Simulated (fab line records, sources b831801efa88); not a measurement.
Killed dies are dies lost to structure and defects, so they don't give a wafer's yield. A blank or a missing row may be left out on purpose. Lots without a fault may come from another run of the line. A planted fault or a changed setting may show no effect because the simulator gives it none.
Which tool did it? | flow sky130 | 12 lots, 36 wafers sampled, at 1 step of a route of 708

WHAT THE GAUGES READ, wafer by wafer
SKY_VIA1_THK_MEAS_01.
lot  | measured     | on            | VIA1_HDPCVD_THK (nm)
L075 | day 32 21:29 | film_metro-02 | 1054 1051 1043
L078 | day 34 06:31 | film_metro-04 | 1022 1035 1035
L079 | day 34 09:07 | film_metro-04 | 1036 1025 1028
L081 | day 35 12:38 | film_metro-01 | 1045 1042 1040
L083 | day 35 17:20 | film_metro-04 | 1025 1033 1036
L085 | day 36 08:42 | film_metro-04 | 1022 1029 1028
L087 | day 37 01:20 | film_metro-02 | 1022 1025 1025
L089 | day 37 16:47 | film_metro-01 | 1026 1030 1024
L091 | day 38 08:22 | film_metro-01 | 1036 1034 1039
L093 | day 39 03:28 | film_metro-04 | 1040 1038 1033
L095 | day 39 12:29 | film_metro-01 | 1043 1037 1032
L096 | day 41 00:50 | film_metro-04 | 1026 1016 1032

WHICH TOOL RAN EACH LOT (tool, then ch and the chambers of the sampled wafers, then the start)
The record holds no process step before these readings.

THE ANSWER, worked out from the rows above alone
Rule: what is usual is taken from the lots themselves. Put in order of their means at a reading, lots are off if they are a third of the lots or fewer, leave a main group of 4 or more, and stand apart from it by a gap of 3 or more times the standard deviation of the main group's means; of several such gaps the widest counts. A main group whose means are all the same, to the digits that the tables above print for the reading, isn't used. A lot without any number at a reading at which 4 lots or more have one is off too. The other lots that the step has rows for count as sound.
No lot is off at any reading shown: from this, nothing can be told.

WHAT THE SIMULATOR HAD PUT IN
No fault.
